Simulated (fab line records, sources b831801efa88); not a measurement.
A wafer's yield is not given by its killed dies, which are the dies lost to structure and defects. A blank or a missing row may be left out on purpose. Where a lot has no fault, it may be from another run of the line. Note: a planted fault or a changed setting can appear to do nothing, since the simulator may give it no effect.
One fault seen from 2 desks	flow gf180mcu	only its own numbers are on each desk; what lay behind them is given at the end

## THE TOOL OWNER'S DESK: plasma_asher-01
The tool's own readings at GF_VT_IMPLANT_STRIP_20 (strips in O2/N2): means of the sampled wafers that have a number, for each lot that ran on this tool. A lot is out of limits, marked OUT, if its mean lies more than 4 standard deviations from the usual mean; the brackets give that distance.
Columns: A = chamber_pressure_mTorr at GF_VT_IMPLANT_STRIP_20, usual 1499.9 mTorr; B = drypump_motor_current_A at GF_VT_IMPLANT_STRIP_20, usual 5.5 A; C = heater_power_w at GF_VT_IMPLANT_STRIP_20, usual 347 W; D = oes_product_au at GF_VT_IMPLANT_STRIP_20, usual 0.716 a.u.; E = strip_time_to_endpoint_s at GF_VT_IMPLANT_STRIP_20, usual 12.62 s
lot	first seen here	A	B	C	D	E
L543	day 8 13:05	1498.0	5.8	343	0.891 (+41) OUT	-
L553	day 11 08:32	1498.3	6.0	357	0.715	12.58
Finding of this desk: L543 out of limits; the first was L543 at day 8 13:05, on oes_product_au at GF_VT_IMPLANT_STRIP_20. L553: within limits.

## METROLOGY DESK
Means of the sampled wafers that have a number, per lot and without regard to the tool the lot ran on: this is what the gauges read. A lot is out of limits, marked OUT, if its mean lies more than 4 standard deviations from the usual mean; the brackets give that distance.
Columns: A = VT_IMPLANT_3_TW at GF_VT_IMPLANT_TW_MEAS_32, usual 266.6; B = V2_W_THK at GF_V2_THK_MEAS_25, usual 358 nm
lot	first seen here	A	B
L534	day 6 20:32	267.6	350
L535	day 7 01:55	268.4	351
L536	day 7 08:09	267.2	361
L543	day 9 05:46	29.8 (-99 or more) OUT	-
L549	day 11 00:35	266.3	355
L551	day 11 12:54	266.5	354
L552	day 11 20:55	265.8	364
L553	day 12 03:30	266.1	358
L554	day 12 07:31	266.3	352
L555	day 12 12:41	267.1	357
L557	day 13 04:05	267.6	359
This desk's result: L543 out of limits, first on L543 (VT_IMPLANT_3_TW at GF_VT_IMPLANT_TW_MEAS_32), day 9 05:46. L534, L535, L536, L549, L551, L552, L553, L554, L555, L557: within limits.

## PUT TOGETHER
On L543, at day 8 13:05, an alarm was possible from the tool owner's desk.
An alarm was possible from the metrology desk at day 9 05:46, on L543.
Of the lots named, all ran GF_VT_IMPLANT_STRIP_20 on plasma_asher-01.

## WHAT THE SIMULATOR PUT IN
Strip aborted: plasma_asher-01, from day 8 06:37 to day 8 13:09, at GF_VT_IMPLANT_STRIP_20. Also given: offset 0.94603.
Shown lots that were struck: L543.
Hours from the fault's start to each desk's first reading out of limits: the tool owner's desk, 6; the metrology desk, 23.
